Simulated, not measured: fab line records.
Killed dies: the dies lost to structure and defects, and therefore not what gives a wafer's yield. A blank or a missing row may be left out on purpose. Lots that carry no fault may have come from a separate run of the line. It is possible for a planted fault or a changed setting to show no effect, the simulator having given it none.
Which of the tools did it? ; flow gf180mcu ; 14 lots, 42 wafers sampled, at 3 steps of a route of 602

== WHAT THE GAUGES SHOWED, per wafer ==
GF_V1_CD_MEAS_14: the cd target is 260 nm.
lot;measured;on;cd_nm (nm)
L436;day 18 02:48;cd_sem-02;261.2 261.1 261.3
L438;day 18 14:38;cd_sem-02;261.8 261.0 262.3
L439;day 19 10:08;cd_sem-02;258.6 257.9 258.2
L440;day 19 17:30;cd_sem-01;262.9 262.2 261.3
L441;day 19 20:25;cd_sem-01;259.1 259.0 258.7
L453;day 24 03:44;cd_sem-01;261.4 260.9 261.0
L455;day 24 22:05;cd_sem-02;258.8 259.0 258.7
L456;day 25 07:44;cd_sem-02;259.0 259.6 258.9
L457;day 25 12:08;cd_sem-02;258.7 258.6 257.9
L458;day 25 22:01;cd_sem-02;260.6 260.7 263.0
L459;day 26 07:10;cd_sem-01;259.1 259.8 259.5

== TOOL THAT RAN EACH LOT (tool first, then ch and the chambers of the sampled wafers, then the start) ==
lot;GF_STI_WET_ETCH_27;GF_M1_STRIP_17
L436;wet_bench-03 ch 2, day 2 04:52;plasma_asher-04 ch 0,1, day 17 02:48
L438;wet_bench-02 ch 3, day 2 14:11;plasma_asher-03 ch 0,1, day 17 14:46
L439;wet_bench-02 ch 0, day 2 20:27;plasma_asher-02 ch 0,1, day 18 08:51
L440;wet_bench-01 ch 3, day 3 01:43;plasma_asher-02 ch 0,1, day 18 15:33
L441;wet_bench-03 ch 2, day 3 05:12;plasma_asher-03 ch 0,1, day 18 19:21
L445;wet_bench-01 ch 1, day 4 02:09;-
L446;wet_bench-02 ch 2, day 4 08:51;-
L447;wet_bench-03 ch 1, day 4 12:37;-
L453;wet_bench-01 ch 2, day 5 19:07;plasma_asher-02 ch 0,1, day 23 03:57
L455;wet_bench-02 ch 0, day 6 06:40;plasma_asher-04 ch 0,1, day 23 22:43
L456;wet_bench-03 ch 3, day 6 11:16;plasma_asher-03 ch 0,1, day 24 08:14
L457;wet_bench-03 ch 3, day 6 16:27;plasma_asher-04 ch 0,1, day 24 13:14
L458;wet_bench-01 ch 0, day 6 21:56;plasma_asher-03 ch 0,1, day 24 22:55
L459;wet_bench-01 ch 3, day 7 04:23;plasma_asher-02 ch 0,1, day 25 08:58
- GF_STI_WET_ETCH_27: etches Si3N4 in H3PO4, target depth 160 nm, time 1825 s.
- GF_M1_STRIP_17: strips in O2/N2.

== WHAT THE TOOLS THEMSELVES READ (means of the sampled wafers that have a number; where no wafer has one, the mark that the record gives instead) ==
GF_STI_WET_ETCH_27.
lot;tool;bath_guard_temp_C (C);bath_heat_duty_pct (%)
L436;wet_bench-03;159.5;23.7
L438;wet_bench-02;160.2;29.1
L439;wet_bench-02;160.0;22.8
L440;wet_bench-01;160.6;26.8
L441;wet_bench-03;159.4;23.1
L445;wet_bench-01;-;-
L446;wet_bench-02;-;-
L447;wet_bench-03;-;-
L453;wet_bench-01;159.9;30.7
L455;wet_bench-02;160.1;24.2
L456;wet_bench-03;159.9;23.2
L457;wet_bench-03;159.9;24.0
L458;wet_bench-01;158.7;26.9
L459;wet_bench-01;160.6;27.0

GF_M1_STRIP_17.
lot;tool;chamber_pressure_mTorr (mTorr);drypump_motor_current_A (A);heater_power_w (W);oes_product_au (a.u.);platen_temp_c (C);strip_time_to_endpoint_s (s)
L436;plasma_asher-04;1499.9;5.07;317;0.535;250.12;7.37
L438;plasma_asher-03;1499.4;5.54;304;0.538;249.92;7.37
L439;plasma_asher-02;1500.7;5.56;275;0.535;249.68;7.35
L440;plasma_asher-02;1499.9;5.56;283;0.536;250.09;7.43
L441;plasma_asher-03;1499.7;5.53;304;0.531;249.93;7.36
L453;plasma_asher-02;1500.0;5.43;291;0.540;249.94;7.41
L455;plasma_asher-04;1501.2;5.05;316;0.535;250.11;7.41
L456;plasma_asher-03;1500.8;5.53;297;0.538;250.21;7.40
L457;plasma_asher-04;1500.2;4.99;338;0.534;249.98;7.43
L458;plasma_asher-03;1499.2;5.53;295;0.540;249.83;7.34
L459;plasma_asher-02;1499.6;5.44;295;0.537;249.97;7.43

== THE ANSWER, worked out from the rows above alone ==
Rule: the lots themselves supply what counts as usual. Put in order of their means at a reading, lots are off if they are a third of the lots or fewer, leave a main group of 4 or more, and stand apart from it by a gap of 3 or more times the standard deviation of the main group's means; of several such gaps the widest counts. Not used: any main group whose means are identical at the precision the tables above print for the reading. A lot without any number at a reading at which 4 lots or more have one is off too. All remaining lots with rows at the step are treated as sound. After the gauges, taken in route order, come the tools' own readings; for these a lot's mean is taken, as printed above. The first step at which some lot is off is used, and at that step the reading that is off furthest; a lot without a number counts as furthest.
Off, at GF_STI_WET_ETCH_27 on bath_guard_temp_C: L445, L446, L447. Without a number there: L445, L446, L447. For the main group the mean is 159.9 C and the standard deviation 0.52.
If a tool, at that step or one of the process steps before it, ran each lot that is off and ran no sound lot following the first of them, it fits. No candidate that was tried fits.

== WHAT WAS PUT IN BY THE SIMULATOR ==
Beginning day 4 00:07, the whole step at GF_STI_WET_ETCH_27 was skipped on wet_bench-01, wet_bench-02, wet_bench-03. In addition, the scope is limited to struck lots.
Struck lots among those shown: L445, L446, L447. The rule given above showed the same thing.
